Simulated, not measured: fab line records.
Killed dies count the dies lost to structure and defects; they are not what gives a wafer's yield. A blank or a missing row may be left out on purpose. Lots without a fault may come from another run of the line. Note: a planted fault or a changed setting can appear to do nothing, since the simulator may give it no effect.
What tool caused it? / flow gf180mcu / 12 lots, 36 wafers sampled, at 1 step of a route of 602

WHAT THE GAUGES READ, wafer by wafer
GF_V4_BOW_MEAS_05. Usual: V4_BOW 136 um, standard deviation 9.1.
lot=L408; measured=day 23 15:29; on=filmMetro-04; V4_BOW (um)=129 142 132; flag=
lot=L409; measured=day 24 06:23; on=filmMetro-03; V4_BOW (um)=144 137 130; flag=
lot=L412; measured=day 24 19:38; on=filmMetro-01; V4_BOW (um)=149 138 147; flag=
lot=L411; measured=day 25 00:57; on=filmMetro-03; V4_BOW (um)=137 126 139; flag=
lot=L413; measured=day 25 06:43; on=filmMetro-01; V4_BOW (um)=147 141 140; flag=
lot=L414; measured=day 25 15:31; on=filmMetro-04; V4_BOW (um)=122 117 122; flag=
lot=L419; measured=day 27 06:25; on=filmMetro-03; V4_BOW (um)=151 131 126; flag=
lot=L424; measured=day 28 17:16; on=filmMetro-04; V4_BOW (um)=131 120 136; flag=
lot=L425; measured=day 28 23:25; on=filmMetro-04; V4_BOW (um)=124 119 127; flag=
lot=L426; measured=day 29 08:28; on=filmMetro-04; V4_BOW (um)=144 134 146; flag=
lot=L427; measured=day 29 15:05; on=filmMetro-03; V4_BOW (um)=153 135 144; flag=
lot=L431; measured=day 30 14:51; on=filmMetro-04; V4_BOW (um)=124 123 119; flag=

EACH LOT AND THE TOOL THAT RAN IT (in order: tool; ch and the chambers of the sampled wafers; start)
No process step before these readings appears in the record.

WHAT THE TOOLS THEMSELVES READ (means of the sampled wafers that have a number; where no wafer has one, the mark that the record gives instead)
The record holds no such reading with a usual standard deviation.

THE ANSWER, worked out from the rows above alone
Rule: a lot is off if the mean of its wafers that have a number lies more than 3 standard deviations from the usual mean. A lot without any number at a reading at which 4 lots or more have one is off too. Where the step has rows for the other lots, those lots are counted as sound. The gauges are gone through in route order, then the tools' own readings, and for those a lot's mean is taken as printed above. The first step at which some lot is off is used, and at that step the reading that is off furthest; a lot without a number counts as furthest.
No lot is off at any reading shown: from this, nothing can be told.

WHAT HAD BEEN PUT IN BY THE SIMULATOR
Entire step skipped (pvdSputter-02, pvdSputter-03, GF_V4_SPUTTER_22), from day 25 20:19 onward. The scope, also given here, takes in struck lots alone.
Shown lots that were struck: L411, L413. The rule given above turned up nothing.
